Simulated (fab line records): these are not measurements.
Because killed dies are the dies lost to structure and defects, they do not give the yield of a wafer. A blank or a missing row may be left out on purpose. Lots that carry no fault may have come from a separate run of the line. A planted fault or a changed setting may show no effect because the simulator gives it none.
Which tool is to blame?	flow gf180mcu	Sampling: 11 lots, 33 wafers, 2 of 602 route steps

== WHAT THE GAUGES READ, wafer by wafer ==
GF_STI_THK_MEAS_04.
lot	measured	on	STI_CVD_03_THK (nm)
L732	day 1 14:33	film metro-04	206.5 207.0 205.0
L735	day 2 04:35	film metro-02	208.2 209.0 209.1
L736	day 2 11:46	film metro-03	209.0 208.8 208.6
L737	day 2 16:38	film metro-04	207.3 207.3 204.8
L738	day 2 19:40	film metro-03	205.3 205.5 206.0
L739	day 3 01:51	film metro-03	206.9 206.8 206.4
L744	day 4 02:16	film metro-02	172.6 179.0 185.7
L747	day 4 16:34	film metro-03	160.8 159.0 160.6
L748	day 4 22:14	film metro-02	209.8 211.3 210.2
L752	day 5 18:14	film metro-02	205.7 203.2 204.7
L753	day 5 22:35	film metro-03	206.2 208.6 206.5

== TOOL THAT RAN EACH LOT (tool first, then ch and the chambers of the sampled wafers, then the start) ==
lot	GF_STI_CVD_03
L732	lpcvd-02 ch 1, day 1 11:34
L735	lpcvd-02 ch 0, day 2 02:34
L736	lpcvd-01 ch 1, day 2 08:47
L737	lpcvd-01 ch 1, day 2 13:39
L738	lpcvd-02 ch 1, day 2 17:40
L739	lpcvd-02 ch 1, day 2 23:52
L744	lpcvd-01 ch 1, day 4 00:16
L747	lpcvd-01 ch 1, day 4 14:34
L748	lpcvd-02 ch 1, day 4 20:13
L752	lpcvd-02 ch 1, day 5 16:14
L753	lpcvd-02 ch 0, day 5 20:34
- GF_STI_CVD_03: deposits Si3N4 from DCS/NH3, target thk 207.16 nm, time 3551 s.

== THE ANSWER, worked out from the rows above alone ==
Rule: usual is defined by the lots themselves. The widest of any qualifying gaps counts: lots, ordered by their means at a reading, are off when they make up no more than a third of the lots, leave a main group of 4 or more, and stand apart from it by 3 or more times the standard deviation of that group's means. Not used: any main group whose means are identical at the precision the tables above print for the reading. A lot without any number at a reading at which 4 lots or more have one is off too. All remaining lots with rows at the step are treated as sound.
Off: L744, L747, at GF_STI_THK_MEAS_04 (STI_CVD_03_THK). Main group: mean 207.2 nm, sd 1.7.
A tool fits if, at a process step before that reading, it ran every lot that is off, and no sound lot after the first of them. Those tools and the gauges at GF_STI_THK_MEAS_04 are tried in the same way. One fits: GF_STI_CVD_03 on lpcvd-01. A fault onset in the window from L737 (day 2 13:39, its last sound lot) to L744 (day 4 00:16, its first lot off) fits.

== WHAT HAD BEEN PUT IN BY THE SIMULATOR ==
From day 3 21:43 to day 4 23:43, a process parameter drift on lpcvd-01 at GF_STI_CVD_03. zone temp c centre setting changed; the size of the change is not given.
Shown lots that were struck: L744, L747. The rule given above showed the same thing.
